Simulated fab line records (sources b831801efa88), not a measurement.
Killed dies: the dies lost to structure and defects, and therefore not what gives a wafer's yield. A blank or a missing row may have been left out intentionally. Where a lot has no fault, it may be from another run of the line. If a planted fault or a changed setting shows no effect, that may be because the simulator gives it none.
Commonality check across tools || flow gf180mcu || Sampled: 12 lots, 36 wafers

== WHY IT WAS OPENED ==
2 of 12 lots carry a flag on the reading V4_CVD_02_THK at GF_V4_THK_MEAS_03. Fault-free wafers read 854 nm, with a standard deviation of 10.
Rule: flag the lot when none of its wafers has a number, or when each of its wafers that has one lies beyond 4 standard deviations from that mean. All remaining lots are regarded as sound.

{"lot": "L277", "measured": "day 23 11:03", "on": "film metro-04", "V4_CVD_02_THK (nm), wafer by wafer": "844 872 854", "flag": ""}
{"lot": "L280", "measured": "day 24 06:22", "on": "film metro-03", "V4_CVD_02_THK (nm), wafer by wafer": "842 844 861", "flag": ""}
{"lot": "L283", "measured": "day 25 16:02", "on": "film metro-02", "V4_CVD_02_THK (nm), wafer by wafer": "848 861 861", "flag": ""}
{"lot": "L284", "measured": "day 26 00:24", "on": "film metro-03", "V4_CVD_02_THK (nm), wafer by wafer": "858 865 859", "flag": ""}
{"lot": "L285", "measured": "day 26 18:15", "on": "film metro-04", "V4_CVD_02_THK (nm), wafer by wafer": "844 845 857", "flag": ""}
{"lot": "L288", "measured": "day 27 16:12", "on": "film metro-04", "V4_CVD_02_THK (nm), wafer by wafer": "866 861 864", "flag": ""}
{"lot": "L289", "measured": "day 27 16:38", "on": "film metro-04", "V4_CVD_02_THK (nm), wafer by wafer": "860 861 856", "flag": ""}
{"lot": "L290", "measured": "day 28 03:29", "on": "film metro-03", "V4_CVD_02_THK (nm), wafer by wafer": "750 778 779", "flag": "FLAGGED"}
{"lot": "L294", "measured": "day 29 03:58", "on": "film metro-02", "V4_CVD_02_THK (nm), wafer by wafer": "761 783 777", "flag": "FLAGGED"}
{"lot": "L297", "measured": "day 29 18:03", "on": "film metro-02", "V4_CVD_02_THK (nm), wafer by wafer": "837 841 856", "flag": ""}
{"lot": "L298", "measured": "day 30 02:18", "on": "film metro-03", "V4_CVD_02_THK (nm), wafer by wafer": "837 854 845", "flag": ""}
{"lot": "L300", "measured": "day 30 11:51", "on": "film metro-03", "V4_CVD_02_THK (nm), wafer by wafer": "846 864 859", "flag": ""}
The numbers of the flagged lots are 771 nm on average: -83 nm against the usual, or -8 standard deviations.

== LOT BY LOT: THE TOOL USED ==
The record holds 4 process steps before the reading, out of a route of 602 steps. Each cell gives the tool, then ch followed by the chambers the sampled wafers passed through, then the start.
{"lot": "L277", "flag": "", "GF_V3_CMP_26": "cmp-01 ch 1,3, day 22 10:35", "GF_M4_SPUTTER_00": "pvd sputter-01, day 22 10:50", "GF_M4_SPUTTER_03": "pvd sputter-01, day 22 10:59", "GF_V4_CVD_02": "pecvd-04 ch 0,2, day 23 10:58"}
{"lot": "L280", "flag": "", "GF_V3_CMP_26": "cmp-02 ch 0,1,2, day 23 06:23", "GF_M4_SPUTTER_00": "pvd sputter-01, day 23 06:41", "GF_M4_SPUTTER_03": "pvd sputter-01, day 23 06:50", "GF_V4_CVD_02": "pecvd-01 ch 1,2, day 24 06:18"}
{"lot": "L283", "flag": "", "GF_V3_CMP_26": "cmp-01 ch 0,2, day 24 17:33", "GF_M4_SPUTTER_00": "pvd sputter-02, day 24 17:48", "GF_M4_SPUTTER_03": "pvd sputter-02, day 24 17:58", "GF_V4_CVD_02": "pecvd-02 ch 0,1, day 25 15:58"}
{"lot": "L284", "flag": "", "GF_V3_CMP_26": "cmp-01 ch 2,3, day 25 01:19", "GF_M4_SPUTTER_00": "pvd sputter-01, day 25 01:37", "GF_M4_SPUTTER_03": "pvd sputter-01, day 25 01:47", "GF_V4_CVD_02": "pecvd-02 ch 0,1,2, day 26 00:20"}
{"lot": "L285", "flag": "", "GF_V3_CMP_26": "cmp-02 ch 2,3, day 25 20:15", "GF_M4_SPUTTER_00": "pvd sputter-03, day 25 20:33", "GF_M4_SPUTTER_03": "pvd sputter-03, day 25 20:43", "GF_V4_CVD_02": "pecvd-02 ch 0,1,2, day 26 18:10"}
{"lot": "L288", "flag": "", "GF_V3_CMP_26": "cmp-02 ch 1,2, day 26 18:05", "GF_M4_SPUTTER_00": "pvd sputter-02, day 26 18:20", "GF_M4_SPUTTER_03": "pvd sputter-02, day 26 18:30", "GF_V4_CVD_02": "pecvd-04 ch 0,1,2, day 27 16:08"}
{"lot": "L289", "flag": "", "GF_V3_CMP_26": "cmp-01 ch 0,3, day 26 19:00", "GF_M4_SPUTTER_00": "pvd sputter-02, day 26 19:15", "GF_M4_SPUTTER_03": "pvd sputter-02, day 26 19:25", "GF_V4_CVD_02": "pecvd-02 ch 0,1,2, day 27 16:34"}
{"lot": "L290", "flag": "FLAGGED", "GF_V3_CMP_26": "cmp-02 ch 1,2,3, day 27 06:09", "GF_M4_SPUTTER_00": "pvd sputter-03, day 27 06:21", "GF_M4_SPUTTER_03": "pvd sputter-03, day 27 06:31", "GF_V4_CVD_02": "pecvd-04 ch 0,1,2, day 28 03:25"}
{"lot": "L294", "flag": "FLAGGED", "GF_V3_CMP_26": "cmp-02 ch 0,1,3, day 28 07:09", "GF_M4_SPUTTER_00": "pvd sputter-03, day 28 07:27", "GF_M4_SPUTTER_03": "pvd sputter-03, day 28 07:37", "GF_V4_CVD_02": "pecvd-04 ch 0,2, day 29 03:52"}
{"lot": "L297", "flag": "", "GF_V3_CMP_26": "cmp-02 ch 0,1,3, day 28 21:51", "GF_M4_SPUTTER_00": "pvd sputter-02, day 28 22:09", "GF_M4_SPUTTER_03": "pvd sputter-02, day 28 22:19", "GF_V4_CVD_02": "pecvd-02 ch 1,2, day 29 17:58"}
{"lot": "L298", "flag": "", "GF_V3_CMP_26": "cmp-02 ch 0,1,3, day 29 06:27", "GF_M4_SPUTTER_00": "pvd sputter-02, day 29 06:39", "GF_M4_SPUTTER_03": "pvd sputter-02, day 29 06:49", "GF_V4_CVD_02": "pecvd-02 ch 1,2, day 30 02:14"}
{"lot": "L300", "flag": "", "GF_V3_CMP_26": "cmp-01 ch 1,2,3, day 29 16:30", "GF_M4_SPUTTER_00": "pvd sputter-02, day 29 16:39", "GF_M4_SPUTTER_03": "pvd sputter-02, day 29 16:49", "GF_V4_CVD_02": "pecvd-02 ch 0,1, day 30 11:46"}
What is done by these steps:
- GF_V3_CMP_26: polishes, stops on SiO2, t overpolish 15 s, target thk 0 nm.
- GF_M4_SPUTTER_00: material Ti, target thk 37.5 nm, time 150 s.
- GF_M4_SPUTTER_03: material Ti, target thk 10 nm, time 6.7 s.
- GF_V4_CVD_02: deposits SiO2 from TEOS, target thk 850 nm, time 94.851 s.
- GF_V4_THK_MEAS_03

== FLAGGED OVER TOTAL, TOOL BY TOOL (the gauges that took the reading come last) ==
{"step": "GF_V3_CMP_26", "tool": "cmp-01", "lots run": 5, "flagged": 0, "share of the flagged lots": "none", "sound lots run after its first flagged lot": "-"}
{"step": "GF_V3_CMP_26", "tool": "cmp-02", "lots run": 7, "flagged": 2, "share of the flagged lots": "all", "sound lots run after its first flagged lot": "2 (L297,L298)"}
{"step": "GF_M4_SPUTTER_00", "tool": "pvd sputter-01", "lots run": 3, "flagged": 0, "share of the flagged lots": "none", "sound lots run after its first flagged lot": "-"}
{"step": "GF_M4_SPUTTER_00", "tool": "pvd sputter-02", "lots run": 6, "flagged": 0, "share of the flagged lots": "none", "sound lots run after its first flagged lot": "-"}
{"step": "GF_M4_SPUTTER_00", "tool": "pvd sputter-03", "lots run": 3, "flagged": 2, "share of the flagged lots": "all", "sound lots run after its first flagged lot": 0}
{"step": "GF_M4_SPUTTER_03", "tool": "pvd sputter-01", "lots run": 3, "flagged": 0, "share of the flagged lots": "none", "sound lots run after its first flagged lot": "-"}
{"step": "GF_M4_SPUTTER_03", "tool": "pvd sputter-02", "lots run": 6, "flagged": 0, "share of the flagged lots": "none", "sound lots run after its first flagged lot": "-"}
{"step": "GF_M4_SPUTTER_03", "tool": "pvd sputter-03", "lots run": 3, "flagged": 2, "share of the flagged lots": "all", "sound lots run after its first flagged lot": 0}
{"step": "GF_V4_CVD_02", "tool": "pecvd-01", "lots run": 1, "flagged": 0, "share of the flagged lots": "none", "sound lots run after its first flagged lot": "-"}
{"step": "GF_V4_CVD_02", "tool": "pecvd-02", "lots run": 7, "flagged": 0, "share of the flagged lots": "none", "sound lots run after its first flagged lot": "-"}
{"step": "GF_V4_CVD_02", "tool": "pecvd-04", "lots run": 4, "flagged": 2, "share of the flagged lots": "all", "sound lots run after its first flagged lot": 0}
{"step": "GF_V4_THK_MEAS_03", "tool": "film metro-02", "lots run": 3, "flagged": 1, "share of the flagged lots": "some", "sound lots run after its first flagged lot": "1 (L297)"}
{"step": "GF_V4_THK_MEAS_03", "tool": "film metro-03", "lots run": 5, "flagged": 1, "share of the flagged lots": "some", "sound lots run after its first flagged lot": "2 (L298,L300)"}
{"step": "GF_V4_THK_MEAS_03", "tool": "film metro-04", "lots run": 4, "flagged": 0, "share of the flagged lots": "none", "sound lots run after its first flagged lot": "-"}

== WHAT THE TABLE PERMITS ==
4 rows of the table ran every flagged lot: cmp-02 at GF_V3_CMP_26, pvd sputter-03 at GF_M4_SPUTTER_00, pvd sputter-03 at GF_M4_SPUTTER_03, pecvd-04 at GF_V4_CVD_02.
- cmp-02 at GF_V3_CMP_26: 2 of its 7 lots flagged. Lots that were sound ran on it after the first flagged one (L297, L298); a persistent fault on the entire tool would not allow that.
- pvd sputter-03 at GF_M4_SPUTTER_00: 2 of its 3 lots flagged. It ran its last sound lot, L285, at day 25 20:33 and its first flagged lot, L290, at day 27 06:21: a fault with its onset between the two fits.
- pvd sputter-03 at GF_M4_SPUTTER_03: 2 of its 3 lots flagged. It ran its last sound lot, L285, at day 25 20:43 and its first flagged lot, L290, at day 27 06:31: a fault with its onset between the two fits.
- pecvd-04 at GF_V4_CVD_02: 2 of its 4 lots flagged. It ran its last sound lot, L288, at day 27 16:08 and its first flagged lot, L290, at day 28 03:25: a fault with its onset between the two fits.
Counting lots can't tell these 2 tools apart, because each fits a fault that began at some hour. More lots, or a look at what each step does to the wafer, might.

== WHAT THE SIMULATOR HAD INSERTED ==
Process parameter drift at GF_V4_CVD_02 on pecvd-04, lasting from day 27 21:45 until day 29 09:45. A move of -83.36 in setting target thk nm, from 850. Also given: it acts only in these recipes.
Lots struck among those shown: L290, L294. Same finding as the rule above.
